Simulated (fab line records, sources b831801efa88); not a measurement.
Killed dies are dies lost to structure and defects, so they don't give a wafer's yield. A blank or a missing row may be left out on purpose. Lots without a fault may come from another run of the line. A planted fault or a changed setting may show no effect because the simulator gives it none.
Split-lot experiment | flow sky130 | 5 lots, 23 wafers read, on a route of 708 steps

THE SPLIT
At SKY_SD_P_COAT_02 (resist thk 1140 nm), the setting spin_rpm was moved away from the recipe's 3000 rpm on 9 of the 23 wafers read, by -5.8% to +3.4%. The other wafers ran this setting at the recipe's value.

The reading is taken at the split's own step.

THE READING
NOVOLAK_of_SD_P_COAT_02.thk_nm (the simulator's own value, which no gauge read), in nm, at SKY_SD_P_COAT_02 (resist thk 1140 nm). The file gives no usual value for it. The 14 wafers here that ran the recipe average 1139 nm, standard deviation 2.7 nm.

wafer  | tool, chamber at the split | spin_rpm as run, rpm | against the recipe | NOVOLAK_of_SD_P_COAT_02.thk_nm, nm | against lot-mates on the recipe
L077.1 | litho_track-04, 0          | 3000                 | recipe             | 1142                               | -
L077.4 | litho_track-04, 0          | 3000                 | recipe             | 1140                               | -
L077.6 | litho_track-04, 0          | 3000                 | recipe             | 1141                               | -
L078.1 | litho_track-03, 0          | 3099                 | +3.3%              | 1115                               | -21
L078.2 | litho_track-03, 0          | 3000                 | recipe             | 1134                               | -
L078.4 | litho_track-03, 0          | 3099                 | +3.3%              | 1117                               | -19
L078.5 | litho_track-03, 0          | 3000                 | recipe             | 1136                               | -
L078.6 | litho_track-03, 0          | 3000                 | recipe             | 1138                               | -
L081.1 | litho_track-01, 0          | 2827                 | -5.8%              | 1177                               | +36
L081.4 | litho_track-01, 0          | 2827                 | -5.8%              | 1177                               | +36
L081.2 | litho_track-01, 0          | 3000                 | recipe             | 1141                               | -
L081.3 | litho_track-01, 0          | 3000                 | recipe             | 1142                               | -
L081.5 | litho_track-01, 0          | 2827                 | -5.8%              | 1175                               | +34
L083.1 | litho_track-01, 0          | 3000                 | recipe             | 1139                               | -
L083.3 | litho_track-01, 0          | 3073                 | +2.4%              | 1123                               | -15
L083.4 | litho_track-01, 0          | 3000                 | recipe             | 1134                               | -
L083.5 | litho_track-01, 0          | 3073                 | +2.4%              | 1121                               | -17
L083.6 | litho_track-01, 0          | 3000                 | recipe             | 1140                               | -
L082.2 | litho_track-03, 0          | 3000                 | recipe             | 1141                               | -
L082.3 | litho_track-03, 0          | 3101                 | +3.4%              | 1120                               | -20
L082.4 | litho_track-03, 0          | 3101                 | +3.4%              | 1121                               | -19
L082.5 | litho_track-03, 0          | 3000                 | recipe             | 1142                               | -
L082.6 | litho_track-03, 0          | 3000                 | recipe             | 1138                               | -

THE FIT
A straight line over all 23 wafers: NOVOLAK_of_SD_P_COAT_02.thk_nm changes by -6.44 nm for each +1% of spin_rpm; r = -0.99; the points scatter about the line by 2.6 nm.
The same after taking each lot's own level away (the mean of its wafers on the recipe; 23 wafers): -6.05 nm for each +1%; r = -1.00; scatter 1.5 nm.
On that fit, the largest move of spin_rpm shifts the reading by 35 nm.
The lots' own levels span 1136.0 to 1141.5 nm, that is 2.0 times the standard deviation above.
So the lot-to-lot level changes the slope little: the two slopes agree.
Check: with one of the wafers moved furthest among these (-5.8%) left out of the fit, the line predicts +34.6 nm for it against its lot-mates. It came out at +35.5 nm against them.

THE WHOLE CHAIN: every reading that the file lists as answering this split, in the file's order
step              | what it does       | reading                                                                         | change (the file's fit)              | r (the file's)
SKY_SD_P_COAT_02  | resist thk 1140 nm | NOVOLAK_of_SD_P_COAT_02.thk_nm (the simulator's own value, which no gauge read) | -6.05 nm for each +1% of the setting | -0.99
SKY_SD_P_STRIP_10 | strips in O2/N2    | strip_time_to_endpoint_s                                                        | withheld for each +1% of the setting | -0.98

THE FILE'S OWN FIT
NOVOLAK_of_SD_P_COAT_02.thk_nm changes by -6.05 nm for each +1% of spin_rpm, r = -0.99.
